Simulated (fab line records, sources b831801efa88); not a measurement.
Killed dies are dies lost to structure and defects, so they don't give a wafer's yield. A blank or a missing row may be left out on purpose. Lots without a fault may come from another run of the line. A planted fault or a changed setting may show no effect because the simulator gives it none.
Which tool did it? | flow sky130 | 11 lots, 33 wafers sampled, at 3 steps of a route of 708

WHAT THE GAUGES READ, wafer by wafer
SKY_SD_P_TW_MEAS_11.
lot  | measured     | on            | SD_P_TW
L385 | day 24 22:40 | film_metro-04 | 2849 2858 2869
L386 | day 25 04:26 | film_metro-04 | 2874 2898 2881
L393 | day 28 00:31 | film_metro-02 | 2574 2576 2578
L395 | day 29 09:02 | film_metro-02 | 2542 2546 2543
L400 | day 30 09:26 | film_metro-04 | 2855 2859 2848
L401 | day 30 13:10 | film_metro-01 | 2828 2830 2824
L403 | day 31 06:16 | film_metro-04 | 2863 2858 2847
L404 | day 31 17:32 | film_metro-02 | 2799 2794 2803
L405 | day 32 04:54 | film_metro-01 | 2823 2818 2820
L407 | day 32 14:14 | film_metro-02 | 2824 2827 2826
L408 | day 32 19:32 | film_metro-01 | 2826 2824 2832

WHICH TOOL RAN EACH LOT (tool, then ch and the chambers of the sampled wafers, then the start)
lot  | SKY_SD_P_IMPLANT_09             | SKY_SD_P_STRIP_10
L385 | implanter-04 ch 0, day 24 22:27 | plasma_asher-01 ch 0,1, day 24 22:35
L386 | implanter-04 ch 0, day 25 04:11 | plasma_asher-03 ch 0,1, day 25 04:20
L393 | implanter-04 ch 0, day 28 00:16 | plasma_asher-01 ch 0,1, day 28 00:25
L395 | implanter-04 ch 0, day 29 08:47 | plasma_asher-03 ch 0,1, day 29 08:56
L400 | implanter-01 ch 0, day 30 09:12 | plasma_asher-01 ch 0, day 30 09:19
L401 | implanter-01 ch 0, day 30 12:55 | plasma_asher-02 ch 0, day 30 13:04
L403 | implanter-01 ch 0, day 31 06:02 | plasma_asher-01 ch 0,1, day 31 06:10
L404 | implanter-04 ch 0, day 31 17:19 | plasma_asher-01 ch 0,1, day 31 17:26
L405 | implanter-03 ch 0, day 32 04:40 | plasma_asher-01 ch 0,1, day 32 04:47
L407 | implanter-04 ch 0, day 32 13:59 | plasma_asher-02 ch 0,1, day 32 14:08
L408 | implanter-04 ch 0, day 32 19:18 | plasma_asher-01 ch 0,1, day 32 19:25
- SKY_SD_P_IMPLANT_09
- SKY_SD_P_STRIP_10: strips in O2/N2.

THE ANSWER, worked out from the rows above alone
Rule: what is usual is taken from the lots themselves. Put in order of their means at a reading, lots are off if they are a third of the lots or fewer, leave a main group of 4 or more, and stand apart from it by a gap of 3 or more times the standard deviation of the main group's means; of several such gaps the widest counts. A main group whose means are all the same, to the digits that the tables above print for the reading, isn't used. A lot without any number at a reading at which 4 lots or more have one is off too. The other lots that the step has rows for count as sound.
Off: L393, L395, at SKY_SD_P_TW_MEAS_11 (SD_P_TW). The main group: mean 2839, standard deviation 24.
A tool fits if, at a process step before that reading, it ran every lot that is off, and no sound lot after the first of them. The gauges at SKY_SD_P_TW_MEAS_11 are tried like those tools. None of those tried fits.

WHAT THE SIMULATOR HAD PUT IN
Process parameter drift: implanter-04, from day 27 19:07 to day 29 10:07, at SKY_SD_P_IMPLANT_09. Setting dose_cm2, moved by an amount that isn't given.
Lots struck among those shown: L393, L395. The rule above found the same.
